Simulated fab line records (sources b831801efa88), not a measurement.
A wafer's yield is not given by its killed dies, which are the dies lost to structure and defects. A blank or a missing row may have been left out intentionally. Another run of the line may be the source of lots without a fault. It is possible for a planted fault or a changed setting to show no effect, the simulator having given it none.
Which of the tools did it? + flow gf180mcu + 72 wafers from 24 lots sampled at 6 of the route's 602 steps

== WHAT EACH GAUGE READ, for each wafer ==
GF_HV_LDD_THK_MEAS_55. Usual: HV_LDD_CVD_54_THK gives 9.91 nm (standard deviation 0.15).
| lot  | measured     | on            | HV_LDD_CVD_54_THK (nm) | flag |
|------|--------------|---------------|------------------------|------|
| L074 | day 13 22:17 | film-metro-04 | 9.86 9.83 9.76         |      |
| L075 | day 14 08:56 | film-metro-04 | 9.85 9.83 9.71         |      |
| L076 | day 14 12:55 | film-metro-02 | 9.91 9.84 9.82         |      |
| L077 | day 15 03:01 | film-metro-03 | 9.95 9.85 10.02        |      |
| L078 | day 15 10:32 | film-metro-02 | 9.88 9.93 9.89         |      |
| L079 | day 15 18:32 | film-metro-03 | 9.94 10.00 9.85        |      |
| L080 | day 15 23:07 | film-metro-04 | 10.02 9.93 10.08       |      |
| L081 | day 16 05:05 | film-metro-04 | 9.68 9.73 9.68         |      |
| L082 | day 16 14:44 | film-metro-03 | 9.81 9.84 9.79         |      |
| L083 | day 16 20:27 | film-metro-02 | 9.80 9.91 9.79         |      |
| L084 | day 17 02:26 | film-metro-03 | 10.06 10.08 10.06      |      |
| L085 | day 17 09:18 | film-metro-04 | 9.61 9.67 9.75         |      |
| L086 | day 18 00:00 | film-metro-02 | 10.02 10.20 10.11      |      |
| L087 | day 18 05:36 | film-metro-03 | 9.89 9.79 9.85         |      |
| L088 | day 18 10:08 | film-metro-04 | 9.89 9.92 9.95         |      |
| L089 | day 18 17:32 | film-metro-04 | 10.03 10.04 10.07      |      |
| L090 | day 19 03:56 | film-metro-04 | 9.94 10.10 9.97        |      |
| L091 | day 19 12:38 | film-metro-02 | 10.12 10.23 10.15      |      |
| L092 | day 20 01:33 | film-metro-03 | 9.78 9.63 9.80         |      |
| L093 | day 20 03:35 | film-metro-03 | 9.94 9.90 9.85         |      |
| L094 | day 20 07:42 | film-metro-02 | 10.26 10.18 10.12      |      |
| L095 | day 20 13:11 | film-metro-02 | 10.00 9.79 9.91        |      |
| L096 | day 21 04:01 | film-metro-02 | 9.87 9.92 9.77         |      |
| L097 | day 21 05:16 | film-metro-04 | 10.00 10.01 10.02      |      |

GF_M2_OVL_MEAS_15. Usual: M2_OVL gives 0 nm (standard deviation 6.1).
| lot  | measured     | on         | M2_OVL (nm) | flag |
|------|--------------|------------|-------------|------|
| L074 | day 21 08:11 | overlay-02 | 3 -3 -1     |      |
| L075 | day 21 20:56 | overlay-02 | -3 -5 -5    |      |
| L076 | day 22 00:23 | overlay-01 | -1 -9 0     |      |
| L077 | day 22 13:38 | overlay-01 | 5 -2 -3     |      |
| L078 | day 23 01:11 | overlay-01 | 4 0 2       |      |
| L079 | day 23 13:20 | overlay-01 | 1 3 2       |      |
| L080 | day 23 15:32 | overlay-02 | 6 -1 3      |      |
| L081 | day 23 21:08 | overlay-02 | -13 -9 -3   |      |
| L082 | day 24 05:37 | overlay-01 | -8 0 2      |      |
| L083 | day 24 11:05 | overlay-02 | 8 -4 3      |      |
| L084 | day 24 18:26 | overlay-01 | 0 -5 -1     |      |
| L085 | day 24 23:38 | overlay-02 | 8 10 10     |      |
| L086 | day 25 13:08 | overlay-02 | -4 -3 -4    |      |
| L087 | day 25 18:20 | overlay-02 | -1 -12 2    |      |
| L088 | day 26 02:32 | overlay-01 | -5 10 -6    |      |
| L089 | day 26 04:14 | overlay-01 | 11 8 11     |      |
| L090 | day 26 15:53 | overlay-01 | -6 -10 -1   |      |
| L091 | day 27 01:49 | overlay-02 | 2 -2 -7     |      |
| L092 | day 27 09:05 | overlay-01 | 11 2 9      |      |
| L093 | day 27 10:14 | overlay-02 | 1 -7 -3     |      |
| L094 | day 27 16:29 | overlay-01 | 3 -2 7      |      |
| L095 | day 27 23:02 | overlay-01 | -1 2 -4     |      |
| L096 | day 28 06:54 | overlay-01 | 7 2 8       |      |
| L097 | day 28 07:44 | overlay-01 | -2 -3 -7    |      |

GF_V2_THK_MEAS_01. Usual: V2_CVD_00_THK gives 602 nm (standard deviation 7).
| lot  | measured     | on            | V2_CVD_00_THK (nm) | flag |
|------|--------------|---------------|--------------------|------|
| L074 | day 21 08:59 | film-metro-04 | 604 589 588        |      |
| L075 | day 21 21:42 | film-metro-03 | 595 591 604        |      |
| L076 | day 22 01:11 | film-metro-02 | 597 612 595        |      |
| L077 | day 22 14:24 | film-metro-03 | 602 593 596        |      |
| L078 | day 23 01:56 | film-metro-04 | 610 596 601        |      |
| L079 | day 23 14:10 | film-metro-04 | 598 601 589        |      |
| L080 | day 23 16:20 | film-metro-02 | 613 593 610        |      |
| L081 | day 23 22:03 | film-metro-04 | 609 609 602        |      |
| L082 | day 24 06:32 | film-metro-02 | 604 614 605        |      |
| L083 | day 24 11:52 | film-metro-04 | 598 591 596        |      |
| L084 | day 24 19:20 | film-metro-03 | 594 591 598        |      |
| L085 | day 25 00:31 | film-metro-04 | 605 605 603        |      |
| L086 | day 25 13:53 | film-metro-02 | 593 599 594        |      |
| L087 | day 25 19:05 | film-metro-03 | 598 602 600        |      |
| L088 | day 26 03:21 | film-metro-03 | 604 603 598        |      |
| L089 | day 26 05:04 | film-metro-04 | 607 607 597        |      |
| L090 | day 26 16:38 | film-metro-02 | 597 598 604        |      |
| L091 | day 27 02:34 | film-metro-03 | 604 606 614        |      |
| L092 | day 27 09:50 | film-metro-04 | 608 602 600        |      |
| L093 | day 27 11:00 | film-metro-04 | 597 598 598        |      |
| L094 | day 27 17:14 | film-metro-02 | 617 621 603        |      |
| L095 | day 27 23:50 | film-metro-02 | 613 600 603        |      |
| L096 | day 28 07:41 | film-metro-03 | 609 599 601        |      |
| L097 | day 28 08:32 | film-metro-03 | 609 607 603        |      |

== WHAT TOOL EACH LOT RAN ON (gives the tool, then ch and the chambers of the sampled wafers, and finally the start) ==
| lot  | GF_CONTACT_CMP_27             | GF_V1_CVD_23                  | GF_M2_SPUTTER_04             |
|------|-------------------------------|-------------------------------|------------------------------|
| L074 | cmp-01 ch 0,1,3, day 18 00:03 | cvd-w-01 ch 0,1, day 20 06:25 | pvd-sputter-04, day 20 07:11 |
| L075 | cmp-02 ch 0,1,2, day 18 12:18 | cvd-w-02 ch 0,1, day 20 19:03 | pvd-sputter-04, day 20 19:49 |
| L076 | cmp-02 ch 1,2, day 18 16:35   | cvd-w-02 ch 0,1, day 20 22:23 | pvd-sputter-03, day 20 23:09 |
| L077 | cmp-01 ch 1,2,3, day 19 06:12 | cvd-w-01 ch 0,1, day 21 11:49 | pvd-sputter-03, day 21 12:35 |
| L078 | cmp-02 ch 1,2, day 19 18:01   | cvd-w-01 ch 0,1, day 21 23:38 | pvd-sputter-04, day 22 00:24 |
| L079 | cmp-02 ch 0,1, day 20 06:40   | cvd-w-02 ch 0,1, day 22 12:07 | pvd-sputter-01, day 22 12:53 |
| L080 | cmp-02 ch 1,2, day 20 08:07   | cvd-w-01 ch 0,1, day 22 13:50 | pvd-sputter-03, day 22 14:36 |
| L081 | cmp-01 ch 0,2,3, day 20 15:24 | cvd-w-02 ch 1, day 22 19:49   | pvd-sputter-04, day 22 20:35 |
| L082 | cmp-01 ch 0,1,2, day 21 00:01 | cvd-w-02 ch 0,1, day 23 04:53 | pvd-sputter-01, day 23 05:40 |
| L083 | cmp-01 ch 0,1,3, day 21 06:31 | cvd-w-01 ch 0,1, day 23 09:52 | pvd-sputter-01, day 23 10:38 |
| L084 | cmp-02 ch 0,1,3, day 21 12:54 | cvd-w-02 ch 0,1, day 23 17:05 | pvd-sputter-04, day 23 18:02 |
| L085 | cmp-01 ch 1,2,3, day 21 19:07 | cvd-w-02 ch 0,1, day 23 23:16 | pvd-sputter-01, day 24 00:00 |
| L086 | cmp-02 ch 0,2,3, day 22 11:04 | cvd-w-01 ch 0,1, day 24 13:04 | pvd-sputter-01, day 24 13:50 |
| L087 | cmp-02 ch 0,2,3, day 22 15:45 | cvd-w-01 ch 0,1, day 24 18:56 | pvd-sputter-04, day 24 19:42 |
| L088 | cmp-02 ch 0,1,2, day 22 23:33 | cvd-w-01 ch 0,1, day 25 02:48 | pvd-sputter-03, day 25 03:34 |
| L089 | cmp-01 ch 0,1,2, day 23 03:19 | cvd-w-01 ch 0,1, day 25 05:31 | pvd-sputter-03, day 25 06:17 |
| L090 | cmp-01 ch 0,1,2, day 23 14:30 | cvd-w-02 ch 0,1, day 25 16:50 | pvd-sputter-01, day 25 17:37 |
| L091 | cmp-01 ch 0,1,3, day 24 00:25 | cvd-w-01 ch 0,1, day 26 02:06 | pvd-sputter-01, day 26 02:52 |
| L092 | cmp-01 ch 0,1,2, day 24 08:32 | cvd-w-02 ch 0,1, day 26 09:40 | pvd-sputter-04, day 26 10:24 |
| L093 | cmp-02 ch 1,2,3, day 24 09:43 | cvd-w-02 ch 0,1, day 26 11:11 | pvd-sputter-04, day 26 11:57 |
| L094 | cmp-01 ch 2,3, day 24 16:50   | cvd-w-01 ch 1, day 26 17:46   | pvd-sputter-01, day 26 18:32 |
| L095 | cmp-02 ch 0,1,2, day 25 00:25 | cvd-w-02 ch 0,1, day 27 00:26 | pvd-sputter-04, day 27 01:12 |
| L096 | cmp-01 ch 0,1,2, day 25 08:54 | cvd-w-02 ch 0,1, day 27 08:40 | pvd-sputter-04, day 27 09:24 |
| L097 | cmp-02 ch 0,1,2, day 25 08:55 | cvd-w-01 ch 0,1, day 27 09:16 | pvd-sputter-03, day 27 09:59 |
- GF_CONTACT_CMP_27: polishes, stops on SiO2, t overpolish 15 s, target thk 0 nm.
- GF_V1_CVD_23: deposits W, target thk 350 nm, time 105.05 s.
- GF_M2_SPUTTER_04: material TiN, target thk 50 nm, time 41.7 s.

== WHAT THE TOOLS THEMSELVES READ (means of the sampled wafers that have a number; where no wafer has one, the mark that the record gives instead) ==
GF_CONTACT_CMP_27. Usual: motor-current-A 10.6 A, standard deviation 0.71; overpolish-run-s 15.000 s, standard deviation 0.0081; time-to-endpoint-s 73 s, standard deviation 4.4.
| lot  | tool   | motor-current-A (A) | overpolish-run-s (s) | time-to-endpoint-s (s) | flag |
|------|--------|---------------------|----------------------|------------------------|------|
| L074 | cmp-01 | 11.2                | 14.998               | 77                     |      |
| L075 | cmp-02 | 10.2                | 14.999               | 72                     |      |
| L076 | cmp-02 | 9.9                 | 15.001               | 71                     |      |
| L077 | cmp-01 | 11.4                | 15.004               | 73                     |      |
| L078 | cmp-02 | 9.8                 | 14.997               | 72                     |      |
| L079 | cmp-02 | 10.6                | 15.005               | 71                     |      |
| L080 | cmp-02 | 10.0                | 14.993               | 74                     |      |
| L081 | cmp-01 | 11.3                | 15.001               | 74                     |      |
| L082 | cmp-01 | 10.9                | 15.002               | 74                     |      |
| L083 | cmp-01 | 10.8                | 14.994               | 75                     |      |
| L084 | cmp-02 | 10.3                | 15.007               | 72                     |      |
| L085 | cmp-01 | 10.8                | 14.997               | 74                     |      |
| L086 | cmp-02 | 10.4                | 14.995               | 68                     |      |
| L087 | cmp-02 | 10.5                | 15.007               | 68                     |      |
| L088 | cmp-02 | 9.8                 | 15.002               | 70                     |      |
| L089 | cmp-01 | 10.9                | 14.995               | 69                     |      |
| L090 | cmp-01 | 10.7                | 14.999               | 71                     |      |
| L091 | cmp-01 | 11.2                | 15.002               | 75                     |      |
| L092 | cmp-01 | 10.8                | 14.997               | 75                     |      |
| L093 | cmp-02 | 10.0                | 15.005               | 71                     |      |
| L094 | cmp-01 | 11.6                | 14.996               | 78                     |      |
| L095 | cmp-02 | 10.0                | 15.001               | 72                     |      |
| L096 | cmp-01 | 10.6                | 15.000               | 67                     |      |
| L097 | cmp-02 | 9.9                 | 14.993               | 74                     |      |

GF_V1_CVD_23. Usual: 915 W for heater-power-w, sd 97.
| lot  | tool     | heater-power-w (W) | flag |
|------|----------|--------------------|------|
| L074 | cvd-w-01 | 1019               |      |
| L075 | cvd-w-02 | 837                |      |
| L076 | cvd-w-02 | 829                |      |
| L077 | cvd-w-01 | 950                |      |
| L078 | cvd-w-01 | 1012               |      |
| L079 | cvd-w-02 | 831                |      |
| L080 | cvd-w-01 | 958                |      |
| L081 | cvd-w-02 | 827                |      |
| L082 | cvd-w-02 | 851                |      |
| L083 | cvd-w-01 | 1015               |      |
| L084 | cvd-w-02 | 832                |      |
| L085 | cvd-w-02 | 842                |      |
| L086 | cvd-w-01 | 961                |      |
| L087 | cvd-w-01 | 965                |      |
| L088 | cvd-w-01 | 1022               |      |
| L089 | cvd-w-01 | 969                |      |
| L090 | cvd-w-02 | 839                |      |
| L091 | cvd-w-01 | 1026               |      |
| L092 | cvd-w-02 | 850                |      |
| L093 | cvd-w-02 | 850                |      |
| L094 | cvd-w-01 | 912                |      |
| L095 | cvd-w-02 | 843                |      |
| L096 | cvd-w-02 | 837                |      |
| L097 | cvd-w-01 | 1018               |      |

GF_M2_SPUTTER_04. Usual: 29.9 % for throttle-valve-pct, sd 1.1.
| lot  | tool           | throttle-valve-pct (%) | flag |
|------|----------------|------------------------|------|
| L074 | pvd-sputter-04 | 29.7                   |      |
| L075 | pvd-sputter-04 | 30.1                   |      |
| L076 | pvd-sputter-03 | 29.6                   |      |
| L077 | pvd-sputter-03 | 29.1                   |      |
| L078 | pvd-sputter-04 | 30.6                   |      |
| L079 | pvd-sputter-01 | 30.3                   |      |
| L080 | pvd-sputter-03 | 28.9                   |      |
| L081 | pvd-sputter-04 | 30.6                   |      |
| L082 | pvd-sputter-01 | 29.8                   |      |
| L083 | pvd-sputter-01 | 29.8                   |      |
| L084 | pvd-sputter-04 | 29.5                   |      |
| L085 | pvd-sputter-01 | 30.1                   |      |
| L086 | pvd-sputter-01 | 29.8                   |      |
| L087 | pvd-sputter-04 | 30.0                   |      |
| L088 | pvd-sputter-03 | 29.5                   |      |
| L089 | pvd-sputter-03 | 29.0                   |      |
| L090 | pvd-sputter-01 | 30.4                   |      |
| L091 | pvd-sputter-01 | 30.3                   |      |
| L092 | pvd-sputter-04 | 30.8                   |      |
| L093 | pvd-sputter-04 | 31.2                   |      |
| L094 | pvd-sputter-01 | 30.0                   |      |
| L095 | pvd-sputter-04 | 30.8                   |      |
| L096 | pvd-sputter-04 | 29.6                   |      |
| L097 | pvd-sputter-03 | 29.1                   |      |

== THE ANSWER, worked out from the rows above alone ==
Rule: take the mean of a lot's wafers that have a number; if it is more than 3 standard deviations from the usual mean, the lot is off. A lot without any number at a reading at which 4 lots or more have one is off too. All remaining lots with rows at the step are treated as sound. The gauges are gone through in route order, then the tools' own readings, and for those a lot's mean is taken as printed above. The first step at which some lot is off is used, and at that step the reading that is off furthest; a lot without a number counts as furthest.
None of the lots is off at any reading shown; this tells nothing.

== WHAT THE SIMULATOR HAD PUT IN ==
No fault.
